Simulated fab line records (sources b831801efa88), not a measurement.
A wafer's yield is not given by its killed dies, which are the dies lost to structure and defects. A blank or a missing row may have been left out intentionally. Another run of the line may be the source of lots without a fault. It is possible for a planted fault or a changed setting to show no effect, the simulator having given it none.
What tool caused it? ; flow gf180mcu ; Sampling: 14 lots, 42 wafers, 4 of 602 route steps

== WHAT THE GAUGES SHOWED, per wafer ==
The record lacks any reading of a measuring or inspecting step that a usual standard deviation could be used to judge.

== EACH LOT AND THE TOOL THAT RAN IT (in order: tool; ch and the chambers of the sampled wafers; start) ==
lot;GF_M2_SPUTTER_03;GF_M3_SPUTTER_01;GF_M4_DEVELOP_13;GF_MIM_SPUTTER_00
L699;pvd-sputter-02, day 18 02:03;pvd-sputter-01, day 20 06:23;litho-track-02 ch 0, day 23 08:21;pvd-sputter-04, day 24 09:50
L701;pvd-sputter-04, day 18 23:56;pvd-sputter-01, day 21 03:25;litho-track-01 ch 0, day 24 03:18;pvd-sputter-01, day 25 04:33
L700;pvd-sputter-02, day 19 00:22;pvd-sputter-02, day 21 03:55;litho-track-02 ch 0, day 24 03:42;pvd-sputter-04, day 25 05:28
L703;pvd-sputter-04, day 20 04:55;pvd-sputter-04, day 22 08:37;litho-track-03 ch 0, day 25 06:08;pvd-sputter-02, day 26 06:23
L707;pvd-sputter-02, day 21 05:23;pvd-sputter-02, day 23 06:56;litho-track-02, day 26 03:42;-
L708;pvd-sputter-04, day 22 00:57;pvd-sputter-02, day 24 02:32;litho-track-03, day 26 20:29;-
L709;pvd-sputter-02, day 22 01:19;pvd-sputter-04, day 24 03:10;litho-track-03 ch 0, day 26 20:53;pvd-sputter-04, day 27 20:14
L712;pvd-sputter-02, day 23 04:20;pvd-sputter-04, day 25 04:01;litho-track-01 ch 0, day 27 21:28;pvd-sputter-02, day 28 19:50
L717;pvd-sputter-03, day 24 15:14;pvd-sputter-02, day 26 12:10;litho-track-02 ch 0, day 29 03:29;pvd-sputter-02, day 30 01:50
L718;pvd-sputter-02, day 25 00:35;pvd-sputter-01, day 26 21:08;litho-track-01 ch 0, day 29 11:16;pvd-sputter-04, day 30 08:44
L719;pvd-sputter-04, day 25 15:55;pvd-sputter-01, day 27 13:14;litho-track-01 ch 0, day 30 02:15;pvd-sputter-01, day 31 00:17
L720;pvd-sputter-03, day 25 18:04;pvd-sputter-01, day 27 13:38;litho-track-01 ch 0, day 30 02:36;pvd-sputter-04, day 31 00:54
L721;pvd-sputter-03, day 26 02:08;pvd-sputter-01, day 27 20:41;litho-track-03 ch 0, day 30 09:34;pvd-sputter-01, day 31 06:01
L722;pvd-sputter-03, day 26 06:14;pvd-sputter-04, day 28 02:16;litho-track-03 ch 0, day 30 14:24;pvd-sputter-01, day 31 10:38
- GF_M2_SPUTTER_03: material Ti, target thk 10 nm, time 6.7 s.
- GF_M3_SPUTTER_01: material TiN, target thk 30 nm, time 25 s.
- GF_M4_DEVELOP_13: develop time 60 s.
- GF_MIM_SPUTTER_00: material Ti, target thk 37.5 nm, time 150 s.

== AS READ BY THE TOOLS THEMSELVES (means over the sampled wafers that have a number; for cases with no such wafer, the mark the record gives instead) ==
GF_M2_SPUTTER_03. Usual: cathode-dc-power-W 3000.0 W, standard deviation 0.53; chamber-pressure-pa 0.3000 Pa, standard deviation 0.00067; substrate-temp-c 300.00 C, standard deviation 0.19; throttle-valve-pct 29.9 %, standard deviation 0.95.
lot;tool;cathode-dc-power-W (W);chamber-pressure-pa (Pa);substrate-temp-c (C);throttle-valve-pct (%);flag
L699;pvd-sputter-02;2999.5;0.3001;300.18;29.0;
L701;pvd-sputter-04;2999.5;0.3006;300.08;30.1;
L700;pvd-sputter-02;2999.9;0.2995;299.98;29.2;
L703;pvd-sputter-04;2999.4;0.3002;299.90;30.2;
L707;pvd-sputter-02;3000.0;0.2996;299.93;29.1;
L708;pvd-sputter-04;3000.2;0.3004;300.11;30.3;
L709;pvd-sputter-02;3000.2;0.3006;300.12;29.6;
L712;pvd-sputter-02;2999.9;0.3002;299.85;28.6;
L717;pvd-sputter-03;2999.6;0.3001;300.04;31.5;
L718;pvd-sputter-02;3000.3;0.3002;300.13;29.2;
L719;pvd-sputter-04;3000.4;0.3002;299.91;29.9;
L720;pvd-sputter-03;3000.0;0.2994;300.23;30.3;
L721;pvd-sputter-03;3000.2;0.2996;299.96;30.2;
L722;pvd-sputter-03;2999.5;0.2995;300.31;29.7;

GF_M3_SPUTTER_01. Usual: cathode-dc-power-W 6500.0 W, standard deviation 1.2; chamber-pressure-pa 0.4000 Pa, standard deviation 0.00082; throttle-valve-pct 29.6 %, standard deviation 0.74.
lot;tool;cathode-dc-power-W (W);chamber-pressure-pa (Pa);throttle-valve-pct (%);flag
L699;pvd-sputter-01;6500.2;0.4006;29.4;
L701;pvd-sputter-01;6500.8;0.3999;29.4;
L700;pvd-sputter-02;6501.7;0.4001;29.2;
L703;pvd-sputter-04;6499.9;0.3996;30.3;
L707;pvd-sputter-02;6498.8;0.3995;29.3;
L708;pvd-sputter-02;6500.7;0.4004;29.8;
L709;pvd-sputter-04;6499.8;0.4004;30.4;
L712;pvd-sputter-04;6499.2;0.4010;29.8;
L717;pvd-sputter-02;6500.0;0.4005;30.1;
L718;pvd-sputter-01;6500.0;0.4004;29.0;
L719;pvd-sputter-01;6500.0;0.3996;29.3;
L720;pvd-sputter-01;6499.8;0.3996;29.2;
L721;pvd-sputter-01;6500.0;0.3991;29.3;
L722;pvd-sputter-04;6499.4;0.3996;30.5;

GF_M4_DEVELOP_13. Usual: chill-plate-temp-C 23.01 C, standard deviation 0.1; resist-line-temp-C 23.01 C, standard deviation 0.098.
lot;tool;chill-plate-temp-C (C);resist-line-temp-C (C);flag
L699;litho-track-02;23.01;23.11;
L701;litho-track-01;22.84;22.97;
L700;litho-track-02;23.06;22.92;
L703;litho-track-03;23.10;22.99;
L707;litho-track-02;-;-;OFF
L708;litho-track-03;-;-;OFF
L709;litho-track-03;23.09;23.04;
L712;litho-track-01;23.08;22.95;
L717;litho-track-02;23.01;23.05;
L718;litho-track-01;22.93;22.96;
L719;litho-track-01;23.03;23.10;
L720;litho-track-01;23.13;22.96;
L721;litho-track-03;23.07;22.90;
L722;litho-track-03;22.90;23.04;

GF_MIM_SPUTTER_00. Usual: cathode-dc-power-W 4000.0 W, standard deviation 0.79; chamber-pressure-pa 2.000 Pa, standard deviation 0.004; substrate-temp-c 200.02 C, standard deviation 0.16; throttle-valve-pct 29.6 %, standard deviation 0.77.
lot;tool;cathode-dc-power-W (W);chamber-pressure-pa (Pa);substrate-temp-c (C);throttle-valve-pct (%);flag
L699;pvd-sputter-04;3999.4;1.998;200.02;30.0;
L701;pvd-sputter-01;3999.8;1.999;199.79;28.7;
L700;pvd-sputter-04;3999.7;2.002;200.17;30.1;
L703;pvd-sputter-02;4000.2;1.996;200.01;29.7;
L709;pvd-sputter-04;3999.6;2.000;200.08;29.8;
L712;pvd-sputter-02;4000.4;2.002;199.98;29.8;
L717;pvd-sputter-02;3999.8;1.998;199.92;28.5;
L718;pvd-sputter-04;4000.6;1.997;199.95;30.5;
L719;pvd-sputter-01;4000.2;1.997;200.06;29.0;
L720;pvd-sputter-04;3999.3;2.002;199.93;30.2;
L721;pvd-sputter-01;3999.9;2.002;200.14;29.2;
L722;pvd-sputter-01;3999.3;1.996;200.09;28.7;

== THE ANSWER, worked out from the rows above alone ==
Rule: take the mean of a lot's wafers that have a number; if it is more than 3 standard deviations from the usual mean, the lot is off. A lot without any number at a reading at which 4 lots or more have one is off too. The other lots that the step has rows for count as sound. Order of review: gauges by route order, followed by the tools' own readings, for which a lot's mean as printed above is used. At the first step where some lot is off, the reading lying furthest off is the one used; lots without a number count as furthest.
Off: L707, L708 (GF_M4_DEVELOP_13, chill-plate-temp-C). Without a number there: L707, L708.
If a tool, at that step or one of the process steps before it, ran each lot that is off and ran no sound lot following the first of them, it fits. None of those tried fits.

== WHAT THE SIMULATOR HAD INSERTED ==
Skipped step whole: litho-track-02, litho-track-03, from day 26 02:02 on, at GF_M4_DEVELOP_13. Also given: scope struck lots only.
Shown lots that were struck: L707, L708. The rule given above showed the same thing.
